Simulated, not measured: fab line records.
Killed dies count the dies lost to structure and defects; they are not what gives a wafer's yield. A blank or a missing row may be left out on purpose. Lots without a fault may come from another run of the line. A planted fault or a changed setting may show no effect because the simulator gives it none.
Split-lot study	flow sky130	route with 708 steps; 5 lots, 23 wafers read

## THE SPLIT ITSELF
At SKY_VT_ADJUST_HVTR_IMPLANT_09, the setting energyKev was moved away from the recipe's 10 on 9 of the 23 wafers read, by -4.6% to +2.9%. For the rest of the wafers, this setting stayed at what the recipe calls for.

The reading is taken at the split's own step.

## THE READING
In nm, at SKY_VT_ADJUST_HVTR_IMPLANT_09: implant.drpNm, which is the simulator's own figure and was read by no gauge. No usual value for it is given in the file.

wafer	tool, chamber at the split	energyKev as run	against the recipe	implant.drpNm, nm	against lot-mates on the recipe
L074.1	implanter-03, 0	9.542	-4.6%	16.56	-0.55
L074.3	implanter-03, 0	9.542	-4.6%	16.56	-0.55
L074.6	implanter-03, 0	9.542	-4.6%	16.56	-0.55
L074.2	implanter-03, 0	10	recipe	17.11	-
L074.4	implanter-03, 0	10	recipe	17.11	-
L077.1	implanter-02, 0	10.29	+2.9%	17.46	+0.35
L077.2	implanter-02, 0	10.29	+2.9%	17.46	+0.35
L077.5	implanter-02, 0	10.29	+2.9%	17.46	+0.35
L077.4	implanter-02, 0	10	recipe	17.11	-
L077.6	implanter-02, 0	10	recipe	17.11	-
L081.1	implanter-02, 0	9.663	-3.4%	16.71	-0.40
L081.3	implanter-02, 0	9.663	-3.4%	16.71	-0.40
L081.4	implanter-02, 0	9.663	-3.4%	16.71	-0.40
L081.2	implanter-02, 0	10	recipe	17.11	-
L081.5	implanter-02, 0	10	recipe	17.11	-
L084.2	implanter-03, 0	10	recipe	17.11	-
L084.3	implanter-03, 0	10	recipe	17.11	-
L084.4	implanter-03, 0	10	recipe	17.11	-
L084.5	implanter-03, 0	10	recipe	17.11	-
L084.6	implanter-03, 0	10	recipe	17.11	-
L085.1	implanter-04, 0	10	recipe	17.11	-
L085.3	implanter-04, 0	10	recipe	17.11	-
L085.6	implanter-04, 0	10	recipe	17.11	-

THE FIT
A straight line over all 23 wafers: implant.drpNm changes by +0.12 nm for each +1% of energyKev; r = +1.00; the points scatter about the line by 0.0016 nm.
The same after taking each lot's own level away (the mean of its wafers on the recipe; 23 wafers): +0.12 nm for each +1%; r = +1.00; scatter 0.0016 nm.
That fit puts the effect of the largest move of energyKev on the reading at 0.55 nm.
The lots' own levels span 17.110 to 17.110 nm.
The two slopes are in agreement: the lot-to-lot level therefore moves the slope only a little.
Check: -0.548 nm against its lot-mates is what the line predicts for one of the wafers moved furthest among these (-4.6%) when that wafer is left out of the fit. It came out at -0.55 nm against them.

## ADDITIONAL SPLITS CARRIED BY THESE WAFERS
These wafers also went through other splits before the reading. Each is held against what the fit with the lots' levels taken away leaves over:
other split on the same wafers	wafers away from the commonest value	r with implant.drpNm (lot level and that fit taken away)
SKY_FIELD_ISO_CVD_03 timeS	18	-0.53
SKY_FIELD_ISO_SOFTBAKE_09 tempC	5	-0.25
SKY_DNWELL_COAT_02 spinRpm	10	-0.37
SKY_NWELL_IMPLANT_11 energyKev	8	-0.43
SKY_NWELL_IMPLANT_24 energyKev	8	+0.06
SKY_VT_ADJUST_HVTP_COAT_02 spinRpm	7	-0.73
SKY_VT_ADJUST_HVTP_STRIP_10 pressureMtorr	10	+0.30
SKY_VT_ADJUST_LVTN_IMPLANT_08 energyKev	4	-0.11
SKY_VT_ADJUST_NCORE_DEVELOP_06 developTimeS	9	-0.27
SKY_VT_ADJUST_HVTR_SOFTBAKE_03 tempC	6	-0.30

## FILE'S OWN FIT
implant.drpNm changes by +0.12 nm for each +1% of energyKev, r = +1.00.
